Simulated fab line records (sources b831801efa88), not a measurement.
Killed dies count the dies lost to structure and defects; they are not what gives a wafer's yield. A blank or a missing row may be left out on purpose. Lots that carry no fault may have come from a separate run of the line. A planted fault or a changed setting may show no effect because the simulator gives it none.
Chamber matching || flow sky130 || SKY_SPACER_ETCHBACK_02 on rieDiel-02 has 4 sister chambers
The step etches Si3N4 in CH3F/O2, stops on SiO2, time 46.7 s, target depth 45 nm. 8 wafers are shown with their chamber, then 9 later ones without.

## WAFERS, EACH WITH ITS CHAMBER
{"wafer": "L882.2", "chamber": 0, "oesProductAu (a.u.)": 0.855, "chamberPressureMTorr (mTorr)": 24.999}
{"wafer": "L882.5", "chamber": 1, "oesProductAu (a.u.)": 0.849, "chamberPressureMTorr (mTorr)": 24.980}
{"wafer": "L888.2", "chamber": 1, "oesProductAu (a.u.)": 0.851, "chamberPressureMTorr (mTorr)": 24.985}
{"wafer": "L888.4", "chamber": 0, "oesProductAu (a.u.)": 0.857, "chamberPressureMTorr (mTorr)": 24.975}
{"wafer": "L888.6", "chamber": 2, "oesProductAu (a.u.)": 0.858, "chamberPressureMTorr (mTorr)": 25.025}
{"wafer": "L890.2", "chamber": 2, "oesProductAu (a.u.)": 0.858, "chamberPressureMTorr (mTorr)": 24.998}
{"wafer": "L890.3", "chamber": 3, "oesProductAu (a.u.)": 0.857, "chamberPressureMTorr (mTorr)": 25.013}
{"wafer": "L890.6", "chamber": 3, "oesProductAu (a.u.)": 0.851, "chamberPressureMTorr (mTorr)": 24.985}

## WAFERS WHOSE CHAMBER IS MISSING
{"wafer": "L889.4", "oesProductAu (a.u.)": 0.852, "chamberPressureMTorr (mTorr)": 25.029}
{"wafer": "L889.5", "oesProductAu (a.u.)": 0.853, "chamberPressureMTorr (mTorr)": 24.985}
{"wafer": "L889.6", "oesProductAu (a.u.)": 0.844, "chamberPressureMTorr (mTorr)": 25.026}
{"wafer": "L893.2", "oesProductAu (a.u.)": 0.861, "chamberPressureMTorr (mTorr)": 25.013}
{"wafer": "L893.3", "oesProductAu (a.u.)": 0.862, "chamberPressureMTorr (mTorr)": 25.001}
{"wafer": "L893.5", "oesProductAu (a.u.)": 0.841, "chamberPressureMTorr (mTorr)": 25.015}
{"wafer": "L901.2", "oesProductAu (a.u.)": 0.853, "chamberPressureMTorr (mTorr)": 24.988}
{"wafer": "L901.3", "oesProductAu (a.u.)": 0.850, "chamberPressureMTorr (mTorr)": 25.009}
{"wafer": "L901.4", "oesProductAu (a.u.)": 0.851, "chamberPressureMTorr (mTorr)": 25.007}

## THE CHAMBER EACH PASSED THROUGH
{"wafer": "L889.4", "from the rows above": "can't be placed: 3 or 2 or 1 or 0", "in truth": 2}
{"wafer": "L889.5", "from the rows above": "can't be placed: 3 or 0 or 1 or 2", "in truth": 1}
{"wafer": "L889.6", "from the rows above": "can't be placed: 1 or 3 or 0", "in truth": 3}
{"wafer": "L893.2", "from the rows above": "can't be placed: 2 or 0 or 3", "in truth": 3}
{"wafer": "L893.3", "from the rows above": "can't be placed: 2 or 0 or 3", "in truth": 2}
{"wafer": "L893.5", "from the rows above": "can't be placed: 1 or 3", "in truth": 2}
{"wafer": "L901.2", "from the rows above": "can't be placed: 3 or 0 or 1 or 2", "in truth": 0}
{"wafer": "L901.3", "from the rows above": "can't be placed: 1 or 3 or 0 or 2", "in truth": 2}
{"wafer": "L901.4", "from the rows above": "can't be placed: 3 or 1 or 0 or 2", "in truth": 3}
Correctly placed: 0 of 9. From these rows, 9 cannot be placed; in 8 the true chamber is one of the candidates. Number placed wrongly: 0.
How it was worked out, from the rows above alone: a wafer's distance from a chamber is the root of the sum, over the readings, of the square of ((its reading less the chamber's mean) divided by the reading's scatter). If the next closest chamber is less than 2 further off than the closest, the wafer can't be placed; otherwise it belongs to the closest. For every chamber, the mean is computed from those of its wafers that are shown. The scatter is the square root of a quotient: the sum, over the shown wafers, of each reading's squared deviation from its chamber's mean, divided by wafers minus chambers.
